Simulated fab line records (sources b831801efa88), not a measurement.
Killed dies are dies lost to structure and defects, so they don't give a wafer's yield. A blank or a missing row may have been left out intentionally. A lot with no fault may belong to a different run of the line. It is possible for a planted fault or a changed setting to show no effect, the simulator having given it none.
The tool behind it: which one? + flow sky130 + 7 lots with 21 wafers sampled at 2 steps, on a route of 708 steps

## WHAT THE GAUGES SHOWED, per wafer
SKY_VT_ADJUST_LVTN_TW_MEAS_10.
| lot  | measured     | on           | VT_ADJUST_LVTN_TW |
|------|--------------|--------------|-------------------|
| L641 | day 7 15:41  | filmMetro-03 | 238.2 238.0 238.9 |
| L642 | day 8 01:14  | filmMetro-02 | 238.0 239.6 238.8 |
| L649 | day 9 09:21  | filmMetro-04 | 212.7 213.4 212.3 |
| L651 | day 9 21:13  | filmMetro-04 | 211.9 213.2 213.7 |
| L653 | day 10 08:58 | filmMetro-04 | 238.7 239.8 240.3 |
| L659 | day 12 00:59 | filmMetro-03 | 239.0 239.7 238.7 |
| L662 | day 13 00:47 | filmMetro-02 | 236.3 238.4 239.3 |

## WHAT TOOL EACH LOT RAN ON (gives the tool, then ch and the chambers of the sampled wafers, and finally the start)
| lot  | SKY_VT_ADJUST_LVTN_IMPLANT_08   |
|------|---------------------------------|
| L641 | implanter-02 ch 0, day 7 15:26  |
| L642 | implanter-02 ch 0, day 8 00:59  |
| L649 | implanter-02 ch 0, day 9 09:07  |
| L651 | implanter-02 ch 0, day 9 20:59  |
| L653 | implanter-01 ch 0, day 10 08:43 |
| L659 | implanter-03 ch 0, day 12 00:44 |
| L662 | implanter-03 ch 0, day 13 00:33 |
- SKY_VT_ADJUST_LVTN_IMPLANT_08

## THE ANSWER, worked out from the rows above alone
Rule: what is usual is taken from the lots themselves. The widest of any qualifying gaps counts: lots, ordered by their means at a reading, are off when they make up no more than a third of the lots, leave a main group of 4 or more, and stand apart from it by 3 or more times the standard deviation of that group's means. Not used: any main group whose means are identical at the precision the tables above print for the reading. A lot without any number at a reading at which 4 lots or more have one is off too. Any other lot the step has rows for is counted as sound.
Off: L649, L651, at SKY_VT_ADJUST_LVTN_TW_MEAS_10 (VT_ADJUST_LVTN_TW). For the main group the mean is 238.8 and the standard deviation 0.56.
A tool fits if, at a process step before that reading, it ran every lot that is off, and no sound lot after the first of them. The gauges at SKY_VT_ADJUST_LVTN_TW_MEAS_10 are tried like those tools. One fits: implanter-02 at SKY_VT_ADJUST_LVTN_IMPLANT_08. A fault onset in the window from L642 (day 8 00:59, its last sound lot) to L649 (day 9 09:07, its first lot off) fits.

## WHAT WAS PUT IN BY THE SIMULATOR
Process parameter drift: implanter-02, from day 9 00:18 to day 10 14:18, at SKY_VT_ADJUST_LVTN_IMPLANT_08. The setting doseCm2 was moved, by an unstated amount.
Lots struck among those shown: L649, L651. Same finding as the rule above.
